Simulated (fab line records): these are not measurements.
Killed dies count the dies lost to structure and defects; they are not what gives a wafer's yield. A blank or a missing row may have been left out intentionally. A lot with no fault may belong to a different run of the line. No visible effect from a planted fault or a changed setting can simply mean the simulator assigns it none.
The tool behind it: which one? :: flow sky130 :: 33 wafers from 11 lots sampled at 3 of the route's 708 steps

## WHAT EACH GAUGE READ, for each wafer
SKY_SD_N_RS_MEAS_16: the measuring method here is four-point-probe. Usual: for SD_N_RS the level is 68.59 ohm/sq and the standard deviation is 0.12.
lot: L516
measured: day 28 12:20
on: film_metro-02
SD_N_RS (ohm/sq): 68.55 68.64 68.68
flag: 

lot: L518
measured: day 29 06:57
on: film_metro-03
SD_N_RS (ohm/sq): 68.47 68.61 68.47
flag: 

lot: L519
measured: day 29 23:33
on: film_metro-03
SD_N_RS (ohm/sq): 68.57 68.47 68.47
flag: 

lot: L523
measured: day 31 05:49
on: film_metro-01
SD_N_RS (ohm/sq): 68.40 68.63 68.60
flag: 

lot: L524
measured: day 31 17:53
on: film_metro-03
SD_N_RS (ohm/sq): 68.80 68.69 68.54
flag: 

lot: L525
measured: day 31 21:12
on: film_metro-02
SD_N_RS (ohm/sq): 68.67 68.58 68.63
flag: 

lot: L527
measured: day 32 07:25
on: film_metro-01
SD_N_RS (ohm/sq): 68.38 68.22 68.49
flag: 

lot: L533
measured: day 34 03:40
on: film_metro-01
SD_N_RS (ohm/sq): 68.59 68.59 68.45
flag: 

lot: L535
measured: day 34 15:19
on: film_metro-02
SD_N_RS (ohm/sq): 70.34 70.08 70.01
flag: OFF

lot: L536
measured: day 35 03:26
on: film_metro-01
SD_N_RS (ohm/sq): 70.06 69.91 70.03
flag: OFF

lot: L537
measured: day 35 12:36
on: film_metro-02
SD_N_RS (ohm/sq): 68.78 68.70 68.68
flag: 

## TOOL THAT RAN EACH LOT (tool first, then ch and the chambers of the sampled wafers, then the start)
lot: L516
SKY_SD_N_IMPLANT_09: implanter-01 ch 0, day 28 11:40
SKY_SD_N_STRIP_11: plasma_asher-04 ch 0,1, day 28 11:58

lot: L518
SKY_SD_N_IMPLANT_09: implanter-01 ch 0, day 29 06:16
SKY_SD_N_STRIP_11: plasma_asher-04 ch 1, day 29 06:34

lot: L519
SKY_SD_N_IMPLANT_09: implanter-01 ch 0, day 29 22:52
SKY_SD_N_STRIP_11: plasma_asher-01 ch 0,1, day 29 23:10

lot: L523
SKY_SD_N_IMPLANT_09: implanter-04 ch 0, day 31 05:09
SKY_SD_N_STRIP_11: plasma_asher-03 ch 0, day 31 05:25

lot: L524
SKY_SD_N_IMPLANT_09: implanter-01 ch 0, day 31 17:13
SKY_SD_N_STRIP_11: plasma_asher-01 ch 0,1, day 31 17:31

lot: L525
SKY_SD_N_IMPLANT_09: implanter-01 ch 0, day 31 20:13
SKY_SD_N_STRIP_11: plasma_asher-01 ch 0,1, day 31 20:49

lot: L527
SKY_SD_N_IMPLANT_09: implanter-04 ch 0, day 32 06:44
SKY_SD_N_STRIP_11: plasma_asher-04 ch 0, day 32 07:01

lot: L533
SKY_SD_N_IMPLANT_09: implanter-01 ch 0, day 34 02:58
SKY_SD_N_STRIP_11: plasma_asher-01 ch 0,1, day 34 03:16

lot: L535
SKY_SD_N_IMPLANT_09: implanter-01 ch 0, day 34 14:38
SKY_SD_N_STRIP_11: plasma_asher-03 ch 0, day 34 14:55

lot: L536
SKY_SD_N_IMPLANT_09: implanter-01 ch 0, day 35 02:45
SKY_SD_N_STRIP_11: plasma_asher-04 ch 1, day 35 03:01

lot: L537
SKY_SD_N_IMPLANT_09: implanter-04 ch 0, day 35 11:55
SKY_SD_N_STRIP_11: plasma_asher-01 ch 0,1, day 35 12:13
- SKY_SD_N_IMPLANT_09
- SKY_SD_N_STRIP_11: strips in O2/N2.

## WHAT THE TOOLS THEMSELVES READ (means of the sampled wafers that have a number; where no wafer has one, the mark that the record gives instead)
SKY_SD_N_IMPLANT_09. Usual: beam_energy_keV reads 50.002 (standard deviation 0.014).
lot: L516
tool: implanter-01
beam_energy_keV: 50.010
flag: 

lot: L518
tool: implanter-01
beam_energy_keV: 49.999
flag: 

lot: L519
tool: implanter-01
beam_energy_keV: 50.010
flag: 

lot: L523
tool: implanter-04
beam_energy_keV: 50.004
flag: 

lot: L524
tool: implanter-01
beam_energy_keV: 49.982
flag: 

lot: L525
tool: implanter-01
beam_energy_keV: 50.003
flag: 

lot: L527
tool: implanter-04
beam_energy_keV: 49.995
flag: 

lot: L533
tool: implanter-01
beam_energy_keV: 50.004
flag: 

lot: L535
tool: implanter-01
beam_energy_keV: 50.000
flag: 

lot: L536
tool: implanter-01
beam_energy_keV: 50.014
flag: 

lot: L537
tool: implanter-04
beam_energy_keV: 50.007
flag: 

SKY_SD_N_STRIP_11. Usual: chamber_pressure_mTorr 1500.0 mTorr, standard deviation 1.3; drypump_motor_current_A 5.8 A, standard deviation 0.63; n2_flow_sccm 299.9 sccm, standard deviation 0.89; oes_product_au 0.528 a.u., standard deviation 0.0048; strip_time_to_endpoint_s 22.58 s, standard deviation 0.04.
lot: L516
tool: plasma_asher-04
chamber_pressure_mTorr (mTorr): 1500.5
drypump_motor_current_A (A): 6.3
n2_flow_sccm (sccm): 300.6
oes_product_au (a.u.): 0.531
strip_time_to_endpoint_s (s): 22.59
flag: 

lot: L518
tool: plasma_asher-04
chamber_pressure_mTorr (mTorr): 1499.7
drypump_motor_current_A (A): 6.1
n2_flow_sccm (sccm): 300.9
oes_product_au (a.u.): 0.526
strip_time_to_endpoint_s (s): 22.54
flag: 

lot: L519
tool: plasma_asher-01
chamber_pressure_mTorr (mTorr): 1501.0
drypump_motor_current_A (A): 5.1
n2_flow_sccm (sccm): 299.8
oes_product_au (a.u.): 0.528
strip_time_to_endpoint_s (s): 22.56
flag: 

lot: L523
tool: plasma_asher-03
chamber_pressure_mTorr (mTorr): 1500.2
drypump_motor_current_A (A): 5.0
n2_flow_sccm (sccm): 299.8
oes_product_au (a.u.): 0.526
strip_time_to_endpoint_s (s): 22.58
flag: 

lot: L524
tool: plasma_asher-01
chamber_pressure_mTorr (mTorr): 1501.1
drypump_motor_current_A (A): 5.1
n2_flow_sccm (sccm): 300.9
oes_product_au (a.u.): 0.535
strip_time_to_endpoint_s (s): 22.57
flag: 

lot: L525
tool: plasma_asher-01
chamber_pressure_mTorr (mTorr): 1499.7
drypump_motor_current_A (A): 5.3
n2_flow_sccm (sccm): 299.1
oes_product_au (a.u.): 0.524
strip_time_to_endpoint_s (s): 22.64
flag: 

lot: L527
tool: plasma_asher-04
chamber_pressure_mTorr (mTorr): 1499.2
drypump_motor_current_A (A): 6.7
n2_flow_sccm (sccm): 299.9
oes_product_au (a.u.): 0.525
strip_time_to_endpoint_s (s): 22.62
flag: 

lot: L533
tool: plasma_asher-01
chamber_pressure_mTorr (mTorr): 1499.8
drypump_motor_current_A (A): 5.1
n2_flow_sccm (sccm): 300.4
oes_product_au (a.u.): 0.529
strip_time_to_endpoint_s (s): 22.57
flag: 

lot: L535
tool: plasma_asher-03
chamber_pressure_mTorr (mTorr): 1499.6
drypump_motor_current_A (A): 5.1
n2_flow_sccm (sccm): 299.1
oes_product_au (a.u.): 0.533
strip_time_to_endpoint_s (s): 21.96
flag: OFF

lot: L536
tool: plasma_asher-04
chamber_pressure_mTorr (mTorr): 1500.6
drypump_motor_current_A (A): 6.1
n2_flow_sccm (sccm): 300.9
oes_product_au (a.u.): 0.536
strip_time_to_endpoint_s (s): 21.98
flag: OFF

lot: L537
tool: plasma_asher-01
chamber_pressure_mTorr (mTorr): 1500.1
drypump_motor_current_A (A): 5.3
n2_flow_sccm (sccm): 299.7
oes_product_au (a.u.): 0.523
strip_time_to_endpoint_s (s): 22.54
flag: 

## THE ANSWER, worked out from the rows above alone
Rule: take the mean of a lot's wafers that have a number; if it is more than 3 standard deviations from the usual mean, the lot is off. A lot without any number at a reading at which 4 lots or more have one is off too. Any other lot the step has rows for is counted as sound. First the gauges in route order, then the tools' own readings, where a lot's mean is used as printed above. The first step at which some lot is off is used, and at that step the reading that is off furthest; a lot without a number counts as furthest.
Off: L535, L536, seen at SKY_SD_N_RS_MEAS_16 (SD_N_RS).
A tool fits if, at a process step before that reading, it ran every lot that is off, and no sound lot after the first of them. Not tried: the gauges at SKY_SD_N_RS_MEAS_16; whatever is off there is also off at SKY_SD_N_STRIP_11, on other tools, and gauge error can't account for it. One fits: SKY_SD_N_IMPLANT_09 on implanter-01. Its last sound lot is L533 (day 34 02:58), its first lot that is off L535 (day 34 14:38): a fault that began between those two fits.

## WHAT HAD BEEN PUT IN BY THE SIMULATOR
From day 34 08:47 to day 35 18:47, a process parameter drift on implanter-01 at SKY_SD_N_IMPLANT_09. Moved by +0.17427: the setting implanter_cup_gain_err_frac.
Lots struck among those shown: L535, L536. The rule above found the same.
